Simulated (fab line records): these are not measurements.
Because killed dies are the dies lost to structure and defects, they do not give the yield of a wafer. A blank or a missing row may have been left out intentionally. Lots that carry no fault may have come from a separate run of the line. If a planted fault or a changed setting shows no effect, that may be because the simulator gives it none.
Code-filled problem report in 8D (eight disciplines) form / flow sky130 / the parts of the form that need people (team, actions taken, sign-off) are left out

1. THE PROBLEM
oes_product_au at SKY_VIA3_ETCH_15 reads a mean of 0.912 a.u. on 2 wafers of 1 lot; wafers without a fault read 0.946 a.u. with a standard deviation of 0.0048. Measured from the usual mean, that is -7.1 standard deviations.
The step: etches SiO2 in C4F8/O2/Ar, stops on TiN, target depth 507 nm, time 78 s.
Seen first at day 43 17:52 on rie_diel-03, wafer L694.3. At this step, 30 wafers from 10 lots have a number in the record. By rule, "out" or "out of limits" means more than 4 standard deviations away from the usual mean. The rest of the wafers with a number are treated as sound.

2. WHAT IT IS, AND WHAT IT ISN'T
question=which readings at this step | is=oes_product_au | is not=chamber_pressure_mTorr
question=which lots | is=L694 | is not=L681, L682, L683, L684, L685, L697, L701, L703, L704
question=which wafers of those lots | is=L694.3, L694.5 | is not=L694.2
question=read on which tools | is=rie_diel-03 | is not=rie_diel-01, rie_diel-02
question=when | is=from day 43 17:52 | is not=up to then (16 sound wafers); but 12 sound wafers of L697, L701, L703, L704 came after

3. SUSPECTS, AND WHAT RULES EACH OUT
Counting: a tool at a process step up to the reading stays a suspect if it ran every lot that is out. Sound lots after the first of them don't rule it out here, since some wafers of a struck lot are sound.
- rie_metal-02 at SKY_CAPM_METAL_ETCH_13 (etches TiN in Cl2/BCl3, stops on SiO2, target depth 220 nm, time 62.9 s): kept. L694, the lot that is out, went through it at day 41 16:16; up to then, the latest sound lot through it was L685 at day 38 14:17.
- rie_metal-04 at SKY_METAL3_ETCH_16 (etches BARC in N2/H2, stops on SiO2, time 88.2 s, target depth 60 nm): kept. L694, the lot that is out, went through it at day 42 16:52; up to then, the latest sound lot through it was L685 at day 39 16:07.
- cmp-01 at SKY_VIA3_CMP_02 (polishes SiO2): kept. L694, the lot that is out, went through it at day 42 19:01; up to then, the latest sound lot through it was L685 at day 39 17:25.
- rie_diel-03 at SKY_VIA3_ETCH_15 (etches SiO2 in C4F8/O2/Ar, stops on TiN, target depth 507 nm, time 78 s): kept. L694, the lot that is out, went through it at day 43 17:52; up to then, the latest sound lot through it was L685 at day 40 18:44. Its own oes_product_au readings are out on those wafers.
- Within rie_metal-04 at SKY_METAL3_ETCH_16, the wafers that are out were processed in chamber 0 and their sound lot-mates in chamber 1.
- Within cmp-01 at SKY_VIA3_CMP_02, the wafers that are out were processed in chamber 2 and their sound lot-mates in chamber 1.
Left after counting: rie_metal-02 at SKY_CAPM_METAL_ETCH_13, rie_metal-04 at SKY_METAL3_ETCH_16, cmp-01 at SKY_VIA3_CMP_02, rie_diel-03 at SKY_VIA3_ETCH_15.

4. THE CAUSE (what the simulator had put in)
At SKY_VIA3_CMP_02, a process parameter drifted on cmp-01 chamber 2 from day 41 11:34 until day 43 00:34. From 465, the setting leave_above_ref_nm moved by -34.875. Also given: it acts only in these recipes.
Counting left 4 suspects, and this tool is among them.

5. THE EFFECT CHAIN, in route order
One row per reading whose mean, taken over the struck wafers that have a number, lies over 3 standard deviations from the usual. Only readings for which the record gives a usual standard deviation are gone through. hours: the time from each lot's start at the first step in this table that gives one to its start at this step, as a median over the lots. sigmas: the change in usual standard deviations.
hours=0; step=SKY_VIA3_ETCH_15; reading=oes_product_au; usual=0.946 a.u.; on struck wafers=0.912; change=-0.034; sigmas=-7.1
Here are the process steps it includes:
- SKY_VIA3_ETCH_15: etches SiO2 in C4F8/O2/Ar, stops on TiN, target depth 507 nm, time 78 s.

6. HOW IT WOULD HAVE BEEN CAUGHT EARLIER
In this record the first reading out of limits was taken at day 43 17:52, 54 hours after the fault began at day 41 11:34.
Of the tool readings at SKY_VIA3_CMP_02 for which the record gives a usual standard deviation, none was out on any struck wafer, so an alarm limit of 4 standard deviations on them would not have fired.
Each of the lots that are out, 1 in all, had begun SKY_VIA3_CMP_02 on cmp-01 no later than day 43 17:52. Had the tool been put on hold then, not one of them would have been saved.
